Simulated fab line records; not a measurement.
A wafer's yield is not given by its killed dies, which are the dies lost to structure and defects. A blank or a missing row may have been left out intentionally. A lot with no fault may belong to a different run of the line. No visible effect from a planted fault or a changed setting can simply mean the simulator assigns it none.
Which of the tools did it?	flow sfq line	42 wafers from 14 lots sampled at 4 of the route's 325 steps

== WHAT EACH GAUGE READ, for each wafer ==
SFQ_C5_OVL_MEAS_937. Usual: C5_OVL gives -2 nm (standard deviation 4.8).
lot	measured	on	C5_OVL (nm)	flag
L959	day 52 12:06	overlay-02	-2 2 -1	
L960	day 52 15:43	overlay-02	-6 -3 -1	
L961	day 52 16:55	overlay-02	-1 -5 2	
L962	day 52 19:17	overlay-01	-8 -13 -10	
L963	day 52 21:54	overlay-02	1 -3 -6	
L964	day 53 00:19	overlay-01	4 4 10	
L967	day 53 13:37	overlay-02	-2 -3 -1	
L968	day 53 20:57	overlay-01	3 -1 -2	
L972	day 65 12:06	overlay-02	-2 -5 9	
L975	day 69 20:53	overlay-01	8 7 5	
L977	day 69 23:16	overlay-01	-1 -9 -1	
L978	day 70 00:29	overlay-01	0 0 0	
L980	day 70 06:28	overlay-01	-3 -3 -8	
L981	day 70 07:40	overlay-01	0 9 -6	

SFQ_M6_OVL_MEAS_940. Usual: M6_OVL gives 0 nm (standard deviation 5.3).
lot	measured	on	M6_OVL (nm)	flag
L959	day 57 18:43	overlay-02	-11 -10 -7	
L960	day 57 21:07	overlay-02	6 3 4	
L961	day 57 22:19	overlay-02	5 5 4	
L962	day 58 00:42	overlay-02	-1 -1 3	
L963	day 58 03:07	overlay-02	2 9 3	
L964	day 58 05:31	overlay-02	2 4 4	
L967	day 58 18:42	overlay-02	-4 -3 -1	
L968	day 59 03:17	overlay-02	13 15 11	
L972	day 65 15:33	overlay-02	-8 -9 -2	
L975	day 72 22:12	overlay-01	4 7 0	
L977	day 73 00:35	overlay-01	1 -1 1	
L978	day 73 01:48	overlay-02	-6 -4 -4	
L980	day 73 05:23	overlay-02	6 -1 -2	
L981	day 73 06:35	overlay-02	2 1 -5	

SFQ_M7_OVL_MEAS_945. Usual: M7_OVL gives 0 nm (standard deviation 7).
lot	measured	on	M7_OVL (nm)	flag
L959	day 58 23:41	overlay-01	-5 -3 1	
L960	day 62 16:55	overlay-02	-8 -15 -10	
L961	day 62 20:31	overlay-02	0 -12 -6	
L962	day 63 04:54	overlay-01	2 13 0	
L963	day 66 18:14	overlay-01	4 7 1	
L964	day 67 01:26	overlay-01	-1 6 -1	
L967	day 68 10:59	overlay-01	-4 -4 -5	
L968	day 68 12:11	overlay-01	9 18 13	
L972	day 68 20:35	overlay-01	-2 -3 1	
L975	day 74 19:09	overlay-01	0 10 9	
L977	day 74 21:32	overlay-01	-7 -11 -3	
L978	day 74 22:45	overlay-01	5 -3 -4	
L980	day 75 02:20	overlay-01	8 10 8	
L981	day 75 04:44	overlay-01	-7 -5 -6	

== WHICH TOOL RAN EACH LOT (tool, then ch and the chambers of the sampled wafers, then the start) ==
lot	SFQ_TRILAYER_I6_VIA_LITHO_PEB_172
L959	litho track-03 ch 0, day 58 12:37
L960	litho track-01 ch 0, day 58 16:14
L961	litho track-01 ch 0, day 58 18:38
L962	litho track-01 ch 0, day 59 00:35
L963	litho track-03 ch 0, day 62 21:25
L964	litho track-03 ch 0, day 63 02:16
L967	litho track-01 ch 0, day 64 07:00
L968	litho track-04 ch 0, day 64 09:19
L972	litho track-04 ch 0, day 65 22:53
L975	litho track-04 ch 0, day 73 13:42
L977	litho track-01 ch 0, day 73 17:45
L978	litho track-04 ch 0, day 73 22:29
L980	litho track-01 ch 0, day 74 06:24
L981	litho track-01 ch 0, day 74 08:48
- SFQ_TRILAYER_I6_VIA_LITHO_PEB_172: peb time 60 s.

== AS READ BY THE TOOLS THEMSELVES (means over the sampled wafers that have a number; for cases with no such wafer, the mark the record gives instead) ==
SFQ_TRILAYER_I6_VIA_LITHO_PEB_172. Usual: heater power total W 79.15 W, standard deviation 0.065; plate temp C 115.01 C, standard deviation 0.14.
lot	tool	heater power total W (W)	plate temp C (C)	flag
L959	litho track-03	79.14	115.00	
L960	litho track-01	79.11	115.03	
L961	litho track-01	79.17	115.11	
L962	litho track-01	79.12	114.98	
L963	litho track-03	79.13	114.97	
L964	litho track-03	79.17	115.19	
L967	litho track-01	79.21	114.84	
L968	litho track-04	79.14	115.20	
L972	litho track-04	79.11	115.06	
L975	litho track-04	80.10	115.82	OFF
L977	litho track-01	79.12	115.19	
L978	litho track-04	80.08	116.05	OFF
L980	litho track-01	79.06	114.98	
L981	litho track-01	79.17	114.80	

== THE ANSWER, worked out from the rows above alone ==
Rule: take the mean of a lot's wafers that have a number; if it is more than 3 standard deviations from the usual mean, the lot is off. Also off: a lot with no number at a reading for which 4 or more lots have one. Where the step has rows for the other lots, those lots are counted as sound. After the gauges, taken in route order, come the tools' own readings; for these a lot's mean is taken, as printed above. The first step at which some lot is off is used, and at that step the reading that is off furthest; a lot without a number counts as furthest.
Off, at SFQ_TRILAYER_I6_VIA_LITHO_PEB_172 on heater power total W: L975, L978.
If a tool, at that step or one of the process steps before it, ran each lot that is off and ran no sound lot following the first of them, it fits. One candidate fits, namely litho track-04 at SFQ_TRILAYER_I6_VIA_LITHO_PEB_172. A fault onset in the window from L972 (day 65 22:53, its last sound lot) to L975 (day 73 13:42, its first lot off) fits.
The tool's own readings at SFQ_TRILAYER_I6_VIA_LITHO_PEB_172 bear it out: on the lots that are off they differ by more than 5 times the standard deviation of the sound lots' means. heater power total W reads 80.09 W there against 79.14 W on the sound lots; plate temp C reads 115.94 C there against 115.03 C on the sound lots.

== WHAT THE SIMULATOR HAD INSERTED ==
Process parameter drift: litho track-04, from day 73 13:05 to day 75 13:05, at SFQ_TRILAYER_I6_VIA_LITHO_PEB_172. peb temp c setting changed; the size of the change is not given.
Shown lots that were struck: L975, L978. This agrees with what the rule above found.
